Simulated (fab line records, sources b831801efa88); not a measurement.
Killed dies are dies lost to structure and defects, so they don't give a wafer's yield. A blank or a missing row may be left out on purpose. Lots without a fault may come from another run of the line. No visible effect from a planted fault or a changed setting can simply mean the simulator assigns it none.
2 desks, one fault	flow sky130	each desk holds nothing but its own numbers, with what lay behind them at the end

## THE TOOL OWNER'S DESK: implanter-01
SKY_SD_N_IMPLANT_09, tool's own readings: per-lot mean of the sampled wafers with a number, covering each lot this tool ran. Any lot whose mean is over 4 standard deviations away from the usual mean is out of limits and marked OUT; that distance is given in the brackets.
Columns: A = beam energy keV at SKY_SD_N_IMPLANT_09, usual 50.001; B = beam on s at SKY_SD_N_IMPLANT_09, usual 19.6 s; C = faraday current uA at SKY_SD_N_IMPLANT_09, usual 11203
lot	first seen here	A	B	C
L703	day 27 18:14	50.018	19.6	11202
L705	day 28 10:58	50.017	20.3	10833
L706	day 28 23:29	50.008	19.1	11488
L714	day 32 06:17	49.976	19.7	11108
L722	day 34 11:05	49.992	16.2 (-4.4) OUT	13506 (+5.5) OUT
L724	day 35 05:41	50.002	16.5 (-4.0) OUT	13295 (+5.0) OUT
This desk finds L722, L724 out of limits, L722 being first, at day 34 11:05 (beam on s at SKY_SD_N_IMPLANT_09). L703, L705, L706, L714: within limits.

## AT THE METROLOGY DESK
What the gauges read for every lot (on any tool): the sampled wafers with a number, averaged. Any lot whose mean is over 4 standard deviations away from the usual mean is out of limits and marked OUT; that distance is given in the brackets.
Columns: A = cd nm at SKY_POLY_CUT_CD_MEAS_08, usual 269.4 nm; B = SD_N_RS at SKY_SD_N_RS_MEAS_16, usual 68.55 ohm/sq; C = VIA1_HDPCVD_THK at SKY_VIA1_THK_MEAS_01, usual 1036 nm
lot	first seen here	A	B	C
L703	day 24 01:49	269.3	68.57	1034
L705	day 24 20:11	268.0	68.60	1035
L706	day 25 08:24	269.8	68.56	1056
L710	day 26 22:49	268.7	68.55	1044
L712	day 27 12:46	268.9	68.68	1027
L711	day 27 18:26	270.1	68.57	1051
L715	day 28 13:13	270.6	68.63	1028
L714	day 28 18:36	267.7	68.56	1031
L722	day 31 00:28	269.4	70.17 (+17) OUT	1030
L724	day 31 18:53	270.6	70.16 (+17) OUT	1032
L725	day 32 14:55	267.6	68.49	1025
This desk reports L722, L724 out of limits; the earliest was L722 at day 34 11:46 (SD_N_RS at SKY_SD_N_RS_MEAS_16). L703, L705, L706, L710, L712, L711, L715, L714, L725: within limits.

## TAKEN TOGETHER
At day 34 11:05, on L722, L724, the tool owner's desk was in a position to raise an alarm.
An alarm was possible from the metrology desk at day 34 11:46, on L722, L724.
The lots listed all ran SKY_SD_N_IMPLANT_09 on implanter-01.

## WHAT HAD BEEN PUT IN BY THE SIMULATOR
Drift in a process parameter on implanter-01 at SKY_SD_N_IMPLANT_09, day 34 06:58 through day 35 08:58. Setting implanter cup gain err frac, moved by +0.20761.
Lots struck among those shown: L722, L724.
Counting hours from when the fault started, the first reading out of limits came at 4 for the tool owner's desk and at 5 for the metrology desk.
